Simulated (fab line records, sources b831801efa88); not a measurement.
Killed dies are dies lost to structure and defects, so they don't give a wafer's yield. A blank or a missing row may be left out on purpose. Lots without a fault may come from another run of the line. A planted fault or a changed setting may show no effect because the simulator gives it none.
A struck lot beside a sound one | flow gf180mcu | 23 steps out of a route of 602
Sound: wafers L486.1, L486.4, L486.5. Struck: wafers L496.1, L496.3, L496.5. The cause comes at the end.
At each step with rows: each side's tool, then ch and its chambers, then its first start. Under that, the readings that differ: sound wafers | struck wafers | difference of the means | sigmas: that difference in standard deviations of wafers without a fault.
alike: readings whose means differ by less than 2 such deviations, and words and numbers that are the same on both sides. not compared: withheld readings, readings that some wafer has no value for, bounds like >300 that may hide the same value, and numbers for which the record gives no deviation and whose values overlap.
The two part at a step that has a row with sigmas, a row that says differs or no value, or rows on one side only. Numbers that don't overlap but have no deviation are shown without sigmas and don't part them. A reading that every wafer of one side lacks parts them only if that side has two wafers or more.

first, 5 steps without rows for these wafers: GF_NWELL_COAT_02 (resist thk 3000 nm); GF_NWELL_SOFTBAKE_03; GF_NWELL_EXPOSE_04 (exposes mask Nwell, target cd 860 nm); GF_NWELL_PEB_05; GF_NWELL_DEVELOP_06 (develop time 60 s).
GF_NWELL_OVL_MEAS_07:
  sound on overlay-02, day 4 11:10; struck on overlay-01, day 6 19:31
  alike: NWELL_OVL
then, 2 steps without rows for these wafers: GF_NWELL_IMPLANT_08; GF_NWELL_IMPLANT_09.
GF_NWELL_STRIP_10: strips in O2/N2.
  sound on plasma_asher-04 ch 0, day 4 11:29; struck on plasma_asher-04 ch 0,1, day 6 19:51
  alike: chamber_pressure_mTorr, drypump_motor_current_A, heater_power_w, oes_product_au, strip_time_to_endpoint_s
  not compared: rf_hours_counter_h
GF_NWELL_TW_MEAS_11:
  sound on film_metro-02, day 4 11:35; struck on film_metro-03, day 6 19:57
  alike: NWELL_TW
then, 2 steps without rows for these wafers: GF_LVPWELL_DEHYDRATE_00 (time 60 s); GF_LVPWELL_HMDS_01 (prime time 60 s).
GF_LVPWELL_COAT_02: resist thk 3000 nm.
  sound on litho_track-03 ch 0, day 4 18:20; struck on litho_track-01 ch 0, day 7 03:34
  reading                                   | sound          | struck         | difference | sigmas
  model.coat_of_LVPWELL_COAT_02.thk_nm (nm) | 2998 2988 2991 | 3069 3060 3063 | +72        |
  alike: spin_speed_rpm
then, 3 steps without rows for these wafers: GF_LVPWELL_SOFTBAKE_03; GF_LVPWELL_EXPOSE_04 (exposes mask LVPWELL, target cd 600 nm); GF_LVPWELL_PEB_05.
GF_LVPWELL_DEVELOP_06: develop time 60 s.
  sound on litho_track-03 ch 0; struck on litho_track-01 ch 0
  reading                                   | sound          | struck         | difference | sigmas
  model.coat_of_LVPWELL_COAT_02.thk_nm (nm) | 2997 2987 2990 | 3068 3059 3062 | +72        |
  alike: developer_temp_C
GF_LVPWELL_OVL_MEAS_07:
  sound on overlay-01, day 5 02:08; struck on overlay-01, day 7 11:31
  alike: LVPWELL_OVL
then, 2 steps without rows for these wafers: GF_LVPWELL_IMPLANT_08; GF_LVPWELL_IMPLANT_09.
GF_LVPWELL_STRIP_10: strips in O2/N2.
  sound on plasma_asher-04 ch 0,1, day 5 02:28; struck on plasma_asher-04 ch 0,1, day 7 11:51
  reading                      | sound             | struck            | difference | sigmas
  strip_time_to_endpoint_s (s) | 36.93 36.82 36.85 | 37.72 37.62 37.67 | +0.80      | +7
  alike: chamber_pressure_mTorr, drypump_motor_current_A, heater_power_w, oes_product_au
  not compared: rf_hours_counter_h
GF_LVPWELL_TW_MEAS_11:
  sound on film_metro-01, day 5 02:34; struck on film_metro-02, day 7 11:57
  alike: LVPWELL_TW
GF_PASSIVATION_PROBE_99:
  the record has rows for the sound wafers here (prober-02, day 30 15:31) and none for the struck ones

WHERE THEY PART
First at GF_LVPWELL_STRIP_10; last, within this record, at GF_PASSIVATION_PROBE_99.

WHY: what the simulator had put in
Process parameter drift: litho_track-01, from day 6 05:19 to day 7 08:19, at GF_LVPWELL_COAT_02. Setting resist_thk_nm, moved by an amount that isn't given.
